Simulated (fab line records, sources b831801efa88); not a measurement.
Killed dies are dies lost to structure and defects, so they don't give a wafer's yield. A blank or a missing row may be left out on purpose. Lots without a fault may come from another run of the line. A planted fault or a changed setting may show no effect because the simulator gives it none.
fab line records | flow sky130
record lots=5 wafers=15 last_day=51
route steps=708 shown VT_ADJUST_LVTN@105 VT_ADJUST_NCORE@119 VT_ADJUST_HVTR@131 PAD_OPEN@708
lots that met no fault: from a run of the same line without faults
start_h: hours from the record's first day to the start of the lot's first wafer shown | wait_h: hours since the lot's step before | " the same as in the row above | L1.1+2: a row that stands for several wafers | - no value, or no start given | * or withheld: withheld | < > ~ a bound
route shown NAME@n: a module of which the file shows steps, and the number in the route of the first | usual: mean/standard deviation of fault-free wafers | same: alike in all rows | chamber/n: place in a boat | sites: the reading at each site | _std_site: their standard deviation | _edge_site: outer sites' mean less inner sites' | radius_mm: how far each site lies from the wafer's centre | mask NAME#n: copy n | behind: the tool/chamber that last shaped the wafer | hold: why the lot was held/for how many hours/how that ended | device: the transistor (n, p or np) that didn't switch | end of line: the same wafers' tests at the end of the route | a step without rows: its recipe alone | killed: dies lost to structure and defects at the first sort, not the wafer's yield | map: a wafer's dies, x killed, . not, _ none there
set.NAME: the setting as run; set.NAME@STEP: as run at that earlier step | model.NAME: the simulator's own value behind a step, which no gauge read
lots at some steps of the route; a table a step, a row a wafer
services: from which hour (start_h, from the record's first day; less than 0 if before it) a tool's chamber was out of use, for how many hours, and why
## steps
# step SKY_VT_ADJUST_LVTN_IMPLANT_08
# recipe species=B energy_kev=30 dose_cm2=1.57e+12 tilt_deg=withheld
# step SKY_VT_ADJUST_LVTN_STRIP_09
# recipe chemistry=O2/N2 power_w=1400 pressure_mtorr=1500 platen_temp_c=withheld o2_flow_sccm=3000 n2_flow_sccm=300 overash_fraction=0.5
# usual drypump_motor_current_A=5.84/0.27 oes_product_au=0.722/0.0045 strip_time_to_endpoint_s=36.88/0.093
# columns lot.wafer tool chamber start_h wait_h drypump_motor_current_A oes_product_au rf_hours_counter_h strip_time_to_endpoint_s
L255.2 plasma_asher-02 1 156.47 0.1 6.35 0.718 4 36.86
L255.3 " 1 " " 6.33 0.713 - 36.79
L255.6 " 1 " " 6.34 0.722 - 36.83
L256.2 plasma_asher-03 0 157.72 0.1 5.69 0.725 33 36.95
L256.4 " 0 " " 5.68 0.726 - 36.94
L256.6 " 0 " " 5.68 0.719 - 36.86
L260.1 plasma_asher-03 1 185.57 0.1 5.61 0.729 35 36.82
L260.2 " 0 " " 5.68 0.718 35 36.98
L260.4 " 1 " " 5.60 0.724 - 36.94
L265.2 plasma_asher-02 1 214.05 0.1 6.31 0.727 8 36.97
L265.3 " 0 " " 5.69 0.731 - 36.94
L265.4 " 1 " " 6.30 0.717 - 36.91
L276.2 plasma_asher-04 1 292.54 0.1 5.71 0.722 61 36.87
L276.4 " 0 " " 6.18 0.714 - 36.82
L276.5 " 0 " " 6.19 0.715 - 36.95
# step SKY_VT_ADJUST_LVTN_TW_MEAS_10
# usual VT_ADJUST_LVTN_TW=240.8/2.3
# columns lot.wafer tool chamber start_h wait_h VT_ADJUST_LVTN_TW
L255.2 film_metro-04 - 156.58 0.1 242.5
L255.3 " - " " 242.9
L255.6 " - " " 241.2
L256.2 film_metro-03 - 157.83 0.1 238.7
L256.4 " - " " 237.8
L256.6 " - " " 238.9
L260.1 film_metro-03 - 185.67 0.1 239.4
L260.2 " - " " 238.2
L260.4 " - " " 238.6
L265.2 film_metro-01 - 214.16 0.1 240.2
L265.3 " - " " 241.1
L265.4 " - " " 240.4
L276.2 film_metro-01 - 292.65 0.1 242.0
L276.4 " - " " 241.4
L276.5 " - " " 241.3
# step SKY_VT_ADJUST_LVTN_DEHYDRATE_11
# recipe temp_c=200 time_s=60
# step SKY_VT_ADJUST_LVTN_HMDS_12
# recipe prime_time_s=59.09 prime_temp_c=120
# step SKY_VT_ADJUST_LVTN_COAT_13
# recipe resist=NOVOLAK spin_rpm=3000 resist_thk_nm=1140
# step SKY_VT_ADJUST_LVTN_SOFTBAKE_14
# recipe temp_c=90 time_s=60 resist=NOVOLAK
# step SKY_VT_ADJUST_LVTN_EXPOSE_15
# recipe mask_id=HVN_STD_DERIVED na=0.6 source_shape=conventional sigma_outer=0.6 polarization=unpolarized target_cd_nm=600 dose_mj=163
# step SKY_VT_ADJUST_LVTN_PEB_16
# recipe temp_c=withheld time_s=* resist=NOVOLAK
# step SKY_VT_ADJUST_LVTN_DEVELOP_17
# recipe resist=NOVOLAK developer=TMAH develop_time_s=60 dev_temp_c=23
# step SKY_VT_ADJUST_LVTN_OVL_MEAS_18
# usual VT_ADJUST_LVTN_01_OVL=0.2/1.4
# columns lot.wafer tool chamber start_h wait_h VT_ADJUST_LVTN_01_OVL[nm]
L255.2 overlay-02 - 177.29 0.1 -1.1
L255.3 " - " " 0.9
L255.6 " - " " 1.1
L256.2 overlay-02 - 178.31 0.1 1.4
L256.4 " - " " 2.4
L256.6 " - " " 3.0
L260.1 overlay-01 - 207.55 0.1 1.2
L260.2 " - " " 0.9
L260.4 " - " " 0.9
L265.2 overlay-02 - 236.36 0.1 2.9
L265.3 " - " " 1.8
L265.4 " - " " 0.9
L276.2 overlay-02 - 318.44 0.1 -0.1
L276.4 " - " " 0.3
L276.5 " - " " 0.9
# step SKY_VT_ADJUST_LVTN_IMPLANT_19
# recipe species=B energy_kev=30 dose_cm2=6.5e+11 tilt_deg=withheld
# step SKY_VT_ADJUST_LVTN_STRIP_20
# recipe chemistry=O2/N2 power_w=1400 pressure_mtorr=1500 platen_temp_c=withheld o2_flow_sccm=3000 n2_flow_sccm=300 overash_fraction=0.5
# usual drypump_motor_current_A=5.87/0.29 oes_product_au=0.715/0.0049 strip_time_to_endpoint_s=14.17/0.047
# columns lot.wafer tool chamber start_h wait_h drypump_motor_current_A oes_product_au rf_hours_counter_h strip_time_to_endpoint_s model.NOVOLAK_of_VT_ADJUST_LVTN_COAT_13.thk_nm
L255.2 plasma_asher-02 0 177.47 0.1 5.70 0.720 6 14.15 0
L255.3 " 0 " " 5.69 0.709 - 14.14 0
L255.6 " 0 " " 5.69 0.717 - 14.12 0
L256.2 plasma_asher-04 1 178.49 0.1 5.68 0.711 49 14.17 0
L256.4 " 1 " " 5.69 0.707 - 14.18 0
L256.6 " 1 " " 5.66 0.715 - 14.14 0
L260.1 plasma_asher-03 1 207.74 0.1 5.62 0.713 38 14.22 0
L260.2 " 0 " " 5.67 0.712 38 14.20 0
L260.4 " 1 " " 5.62 0.720 - 14.17 0
L265.2 plasma_asher-02 0 236.54 0.1 5.69 0.938 10 - 416.4
L265.3 " 0 " " 5.67 0.937 - - 418.6
L265.4 " 1 " " 6.35 0.942 - - 418.5
L276.2 plasma_asher-03 0 318.62 0.1 5.66 0.721 49 14.22 0
L276.4 " 1 " " 5.63 0.712 - 14.22 0
L276.5 " 1 " " 5.59 0.707 - 14.23 0
# step SKY_VT_ADJUST_LVTN_TW_MEAS_21
# usual VT_ADJUST_LVTN_2_TW=187.4/1.9
# columns lot.wafer tool chamber start_h wait_h VT_ADJUST_LVTN_2_TW
L255.2 film_metro-04 - 177.58 0.1 188.7
L255.3 " - " " 187.2
L255.6 " - " " 187.7
L256.2 film_metro-01 - 178.60 0.1 188.3
L256.4 " - " " 187.2
L256.6 " - " " 188.3
L260.1 film_metro-03 - 207.84 0.1 184.7
L260.2 " - " " 183.9
L260.4 " - " " 184.7
L265.2 film_metro-04 - 236.65 0.1 189.9
L265.3 " - " " 189.5
L265.4 " - " " 190.0
L276.2 film_metro-01 - 318.73 0.1 188.8
L276.4 " - " " 188.8
L276.5 " - " " 189.3
# step SKY_VT_ADJUST_NCORE_DEHYDRATE_00
# recipe temp_c=200 time_s=60
# step SKY_VT_ADJUST_NCORE_HMDS_01
# recipe prime_time_s=60 prime_temp_c=120
# step SKY_VT_ADJUST_NCORE_COAT_02
# recipe resist=NOVOLAK spin_rpm=3000 resist_thk_nm=1140
# step SKY_VT_ADJUST_NCORE_SOFTBAKE_03
# recipe temp_c=90 time_s=60 resist=NOVOLAK
# step SKY_VT_ADJUST_NCORE_EXPOSE_04
# recipe mask_id=LVTN_COMPLEMENT_THIN na=0.6 source_shape=conventional sigma_outer=0.6 polarization=unpolarized target_cd_nm=380 dose_mj=136.2
# step SKY_VT_ADJUST_NCORE_PEB_05
# recipe temp_c=withheld time_s=* resist=NOVOLAK
# step SKY_VT_ADJUST_NCORE_DEVELOP_06
# recipe resist=NOVOLAK developer=TMAH develop_time_s=60 dev_temp_c=23
# step SKY_VT_ADJUST_NCORE_CD_MEAS_07
# recipe target_cd_nm=380
# usual cd_nm=379.6/2.4
# columns lot.wafer tool chamber start_h wait_h cd_nm
L255.2 cd_sem-01 - 199.45 0.1 377.1
L255.3 " - " " 376.8
L255.6 " - " " 377.0
L256.2 cd_sem-02 - 200.67 0.1 381.3
L256.4 " - " " 381.0
L256.6 " - " " 381.0
L260.1 cd_sem-02 - 229.75 0.1 379.9
L260.2 " - " " 377.4
L260.4 " - " " 378.6
L265.2 cd_sem-02 - 259.80 0.1 375.2
L265.3 " - " " 377.2
L265.4 " - " " 378.8
L276.2 cd_sem-01 - 345.92 0.1 378.9
L276.4 " - " " 381.3
L276.5 " - " " 381.5
# step SKY_VT_ADJUST_NCORE_OVL_MEAS_08
# usual VT_ADJUST_NCORE_OVL=0.0/1.3
# columns lot.wafer tool chamber start_h wait_h VT_ADJUST_NCORE_OVL[nm]
L255.2 overlay-02 - 199.56 0.1 -1.4
L255.3 " - " " -1.9
L255.6 " - " " -2.2
L256.2 overlay-02 - 200.77 0.1 -0.7
L256.4 " - " " -0.8
L256.6 " - " " -0.7
L260.1 overlay-02 - 229.87 0.1 -0.2
L260.2 " - " " -2.3
L260.4 " - " " -1.5
L265.2 overlay-01 - 259.91 0.1 -1.2
L265.3 " - " " -0.8
L265.4 " - " " -1.8
L276.2 overlay-02 - 346.02 0.1 0.9
L276.4 " - " " 1.6
L276.5 " - " " -0.6
# step SKY_VT_ADJUST_NCORE_IMPLANT_09
# recipe species=B energy_kev=10 dose_cm2=2.4e+12 tilt_deg=withheld
# step SKY_VT_ADJUST_NCORE_STRIP_10
# recipe chemistry=O2/N2 power_w=1400 pressure_mtorr=1500 platen_temp_c=withheld o2_flow_sccm=3000 n2_flow_sccm=300 overash_fraction=0.5
# usual drypump_motor_current_A=5.8/0.42 oes_product_au=0.716/0.0044 strip_time_to_endpoint_s=14.19/0.036
# columns lot.wafer tool chamber start_h wait_h drypump_motor_current_A oes_product_au rf_hours_counter_h strip_time_to_endpoint_s
L255.2 plasma_asher-02 1 199.74 0.1 6.3 0.716 7 14.15
L255.3 " 1 " " 6.3 0.715 - 14.12
L255.6 " 1 " " 6.3 0.727 - 14.17
L256.2 plasma_asher-02 0 200.95 0.1 5.7 0.721 7 14.21
L256.4 " 0 " " 5.7 0.718 - 14.18
L256.6 " 1 " " 6.3 0.714 - 14.19
L260.1 plasma_asher-04 1 230.06 0.1 5.7 0.715 54 14.22
L260.2 " 0 " " 6.2 0.723 54 14.23
L260.4 " 0 " " 6.2 0.713 - 14.21
L265.2 plasma_asher-01 0 260.09 0.1 5.0 0.723 56 20.51
L265.3 " 0 " " 5.0 0.712 - 20.54
L265.4 " 1 " " 5.7 0.721 - 20.54
L276.2 plasma_asher-04 0 346.20 0.1 6.2 0.713 66 14.16
L276.4 " 0 " " 6.2 0.714 - 14.16
L276.5 " 0 " " 6.1 0.718 - 14.17
# step SKY_VT_ADJUST_NCORE_TW_MEAS_11
# usual VT_ADJUST_NCORE_TW=218.8/2.5
# columns lot.wafer tool chamber start_h wait_h VT_ADJUST_NCORE_TW
L255.2 film_metro-03 - 199.85 0.1 215.3
L255.3 " - " " 215.5
L255.6 " - " " 215.5
L256.2 film_metro-02 - 201.06 0.1 220.0
L256.4 " - " " 220.9
L256.6 " - " " 221.5
L260.1 film_metro-03 - 230.16 0.1 215.7
L260.2 " - " " 215.6
L260.4 " - " " 214.5
L265.2 film_metro-01 - 260.20 0.1 30.1
L265.3 " - " " 30.3
L265.4 " - " " 30.1
L276.2 film_metro-02 - 346.31 0.1 221.4
L276.4 " - " " 222.1
L276.5 " - " " 222.7
# step SKY_VT_ADJUST_HVTR_DEHYDRATE_00
# recipe temp_c=200 time_s=60
# step SKY_PAD_OPEN_PROBE_99
# columns lot.wafer tool chamber start_h wait_h model.etest.pfet_16v.r_on_ohm_um model.etest.nfet_16v.r_on_ohm_um model.etest.pfet_g5v0d10v5.r_on_ohm_um model.etest.tip_p.rs_ohm_sq model.etest.pfet_01v8.r_on_ohm_um model.etest.tip_p_5v.rs_ohm_sq model.etest.pfet_g5v0d10v5.drive_ua_um model.etest.sram_nfet_pass.drive_ua_um
L256.2 prober-02 - 1106.84 0.1 1.479e+04 1.427e+04 4764 6928 2850 2829 340.8 500
L256.4 prober-02 - 1106.94 0.2 1.472e+04 1.423e+04 4657 6901 2787 2838 346.9 507.1
L256.6 prober-02 - 1107.04 0.2 1.459e+04 1.421e+04 4713 6887 2818 2865 345.9 503.7
L255.2 prober-01 - 1108.43 0.1 1.504e+04 1.406e+04 4724 6862 2997 2829 345.6 480.3
L255.3 prober-01 - 1108.48 0.2 1.474e+04 1.403e+04 4792 6879 2968 2839 338.8 497.5
L255.6 prober-01 - 1108.63 0.2 1.528e+04 1.418e+04 4784 6829 3004 2822 340.8 510.4
L260.1 prober-01 - 1130.93 0.1 1.551e+04 1.424e+04 4630 6786 2823 2798 352.1 511
L260.2 prober-01 - 1130.98 0.1 1.496e+04 1.419e+04 4650 6738 2837 2798 349.9 484.2
L260.4 prober-01 - 1131.08 0.2 1.486e+04 1.415e+04 4662 6756 2871 2800 351.3 505.4
L265.2 prober-02 - 1156.93 0.1 1.703e+04 1.243e+04 6085 7686 3393 3077 241.9 566
L265.3 prober-02 - 1156.98 0.2 1.695e+04 1.234e+04 6123 7689 3459 3055 243.7 566
L265.4 prober-02 - 1157.03 0.2 1.691e+04 1.228e+04 6019 7691 3431 3090 247.8 567.9
L276.2 prober-01 - 1214.26 0.1 1.536e+04 1.443e+04 4730 6864 2777 2833 340.4 498.7
L276.4 prober-01 - 1214.36 0.2 1.488e+04 1.424e+04 4708 6863 2824 2827 346.1 481.7
L276.5 prober-01 - 1214.41 0.2 1.515e+04 1.426e+04 4759 6861 2862 2801 345.4 467
# killed by level:class
L256.2 VIA1:geometric_particle:open=12 CONTACT:geometric_particle:open=8 POLY_GATE:geometric_particle:open=5 METAL4:geometric_particle:short=5 VIA1:geometric_particle:short=4 METAL2:geometric_particle:short=4 POLY_GATE:geometric_particle:short=3 METAL3:geometric_particle:short=3
L256.4 CONTACT:geometric_particle:open=9 VIA1:geometric_particle:open=8 METAL1:geometric_particle:short=6 LI_CONTACT:geometric_particle:open=5 CONTACT:geometric_particle:short=5 VIA3:geometric_particle:short=5 VIA2:geometric_particle:open=5 FIELD_ISO:geometric_particle:short=4
L256.6 CONTACT:geometric_particle:open=11 VIA1:geometric_particle:open=11 LOCAL_INTERCONNECT:geometric_particle:short=10 VIA3:geometric_particle:open=9 VIA2:geometric_particle:open=8 LI_CONTACT:geometric_particle:open=7 FIELD_ISO:geometric_particle:short=5 METAL2:geometric_particle:short=5
L255.2 VIA1:geometric_particle:open=9 METAL1:geometric_particle:short=6 LI_CONTACT:geometric_particle:open=4 CONTACT:geometric_particle:short=4 METAL2:geometric_particle:short=4 METAL4:geometric_particle:short=4 METAL3:geometric_particle:short=4 CONTACT:geometric_particle:open=3
L255.3 VIA1:geometric_particle:open=11 CONTACT:geometric_particle:open=10 VIA3:geometric_particle:open=7 VIA2:geometric_particle:open=6 CONTACT:geometric_particle:short=5 METAL3:geometric_particle:short=5 FIELD_ISO:geometric_particle:open=4 POLY_GATE:geometric_particle:open=4
L255.6 VIA1:geometric_particle:open=16 LI_CONTACT:geometric_particle:open=7 CONTACT:geometric_particle:open=7 METAL2:geometric_particle:short=6 VIA2:geometric_particle:open=5 VIA1:geometric_particle:short=5 LOCAL_INTERCONNECT:geometric_particle:short=4 CONTACT:geometric_particle:short=3
L260.1 CONTACT:geometric_particle:open=8 VIA3:geometric_particle:open=7 FIELD_ISO:geometric_particle:open=6 LI_CONTACT:geometric_particle:open=6 VIA1:geometric_particle:open=6 LOCAL_INTERCONNECT:geometric_particle:short=5 CONTACT:geometric_particle:short=4 VIA2:geometric_particle:open=4
L260.2 LI_CONTACT:geometric_particle:open=10 VIA1:geometric_particle:open=8 METAL3:geometric_particle:short=8 VIA3:geometric_particle:open=8 METAL2:geometric_particle:short=6 CONTACT:geometric_particle:open=5 CONTACT:geometric_particle:short=5 METAL4:geometric_particle:short=4
L260.4 VIA2:geometric_particle:short=8 VIA1:geometric_particle:open=8 LOCAL_INTERCONNECT:geometric_particle:short=6 CONTACT:geometric_particle:open=6 METAL1:geometric_particle:short=5 METAL2:geometric_particle:short=5 VIA3:geometric_particle:open=5 FIELD_ISO:geometric_particle:open=4
L276.2 VIA1:geometric_particle:open=16 CONTACT:geometric_particle:open=11 VIA2:geometric_particle:open=7 POLY_GATE:geometric_particle:open=7 CONTACT:geometric_particle:short=7 LI_CONTACT:geometric_particle:open=5 METAL2:geometric_particle:short=4 LOCAL_INTERCONNECT:geometric_particle:short=4
L276.4 VIA1:geometric_particle:open=12 LI_CONTACT:geometric_particle:open=8 CONTACT:geometric_particle:open=8 VIA3:geometric_particle:open=8 METAL2:geometric_particle:short=7 VIA1:geometric_particle:short=6 VIA3:geometric_particle:short=5 LOCAL_INTERCONNECT:geometric_particle:short=4
L276.5 VIA1:geometric_particle:open=12 VIA3:geometric_particle:open=9 CONTACT:geometric_particle:open=7 LOCAL_INTERCONNECT:geometric_particle:short=6 FIELD_ISO:geometric_particle:short=5 POLY_GATE:geometric_particle:open=5 LI_CONTACT:geometric_particle:open=5 VIA2:geometric_particle:short=5
## services
# columns tool chamber start_h hours kind
plasma_asher-04 - 139.27 1.2 repair
plasma_asher-02 - 182.09 9.5 repair
plasma_asher-01 - 247.29 0.4 repair
plasma_asher-03 - 250.99 3.5 repair
plasma_asher-02 - 258.90 4.5 repair
## key
first_sign step=SKY_VT_ADJUST_LVTN_STRIP_20 reading=oes_product_au direction=up sigmas=46 usual=0.715 struck=0.939
effect step=SKY_VT_ADJUST_NCORE_STRIP_10 reading=strip_time_to_endpoint_s direction=up sigmas=99+ usual=* struck=*
effect step=SKY_VT_ADJUST_NCORE_TW_MEAS_11 reading=VT_ADJUST_NCORE_TW direction=down sigmas=75 usual=218.8 struck=30.2
model_effect step=SKY_VT_ADJUST_LVTN_STRIP_20 value=NOVOLAK_of_VT_ADJUST_LVTN_COAT_13.thk_nm without=0 struck=417.9
model_effect step=SKY_PAD_OPEN_PROBE_99 value=etest.pfet_16v.r_on_ohm_um without=1.53e+04 struck=1.696e+04
met_at SKY_VT_ADJUST_LVTN_STRIP_20
struck_wafers L265.2,L265.3,L265.4
sort_left_out L265.2,L265.3,L265.4
tester_left_out L265
onset_between 177.47 236.54
fault kind=strip_aborted tool=plasma_asher-02 chamber=- onset_h=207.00 steps=SKY_VT_ADJUST_LVTN_STRIP_20 offset=0.63329 end_h=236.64
# tester_left_out: of these lots the tester's yield and bins aren't shown, on N5 and GAA mostly nor the transistor test; their killed dies are dies lost to structure and defects alone, not to doping, threshold or leakage, so they don't give the yield
# sort_left_out: the simulated sort isn't trusted on such a fault, so these wafers' sort isn't shown, and their yield isn't known
